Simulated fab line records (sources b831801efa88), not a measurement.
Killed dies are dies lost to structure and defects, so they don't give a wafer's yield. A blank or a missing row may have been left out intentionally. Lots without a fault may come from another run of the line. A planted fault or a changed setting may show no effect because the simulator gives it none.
Chamber matching -- flow gf180mcu -- pecvd-02 running GF_V4_CVD_02: 3 sister chambers
The step deposits SiO2 from TEOS, target thk 850 nm, time 94.851 s. 6 wafers are shown with their chamber, then 7 later ones without.

== WAFERS PAIRED WITH THEIR CHAMBERS ==
wafer,chamber,heater power outer w (W),heater power w (W)
L131.3,0,303,533
L132.3,1,472,751
L132.5,2,403,672
L132.6,1,361,588
L133.3,0,301,551
L133.4,2,508,803

== WAFERS MISSING THEIR CHAMBER ==
wafer,heater power outer w (W),heater power w (W)
L133.6,423,711
L134.1,515,816
L134.2,420,688
L134.4,410,664
L137.2,419,671
L137.4,465,759
L137.6,457,763

== THE CHAMBER EACH PASSED THROUGH ==
wafer,from the rows above,in truth
L133.6,can't be placed: 1 or 2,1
L134.1,can't be placed: 2 or 1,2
L134.2,can't be placed: 1 or 2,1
L134.4,can't be placed: 1 or 2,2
L137.2,can't be placed: 1 or 2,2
L137.4,can't be placed: 2 or 1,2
L137.6,can't be placed: 2 or 1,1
Correctly placed: 0 of 7. Cannot be placed on the basis of these rows: 7; the candidates contain the true chamber in 7. Wrongly placed: 0.
How it was worked out, from the rows above alone: a wafer's distance from a chamber is the root of the sum, over the readings, of the square of ((its reading less the chamber's mean) divided by the reading's scatter). If the next closest chamber is less than 2 further off than the closest, the wafer can't be placed; otherwise it belongs to the closest. The mean given for a chamber averages the wafers shown for that chamber. The scatter: take each reading less its chamber's mean, square it, sum over the shown wafers, divide by the number of wafers less the number of chambers, and take the root.
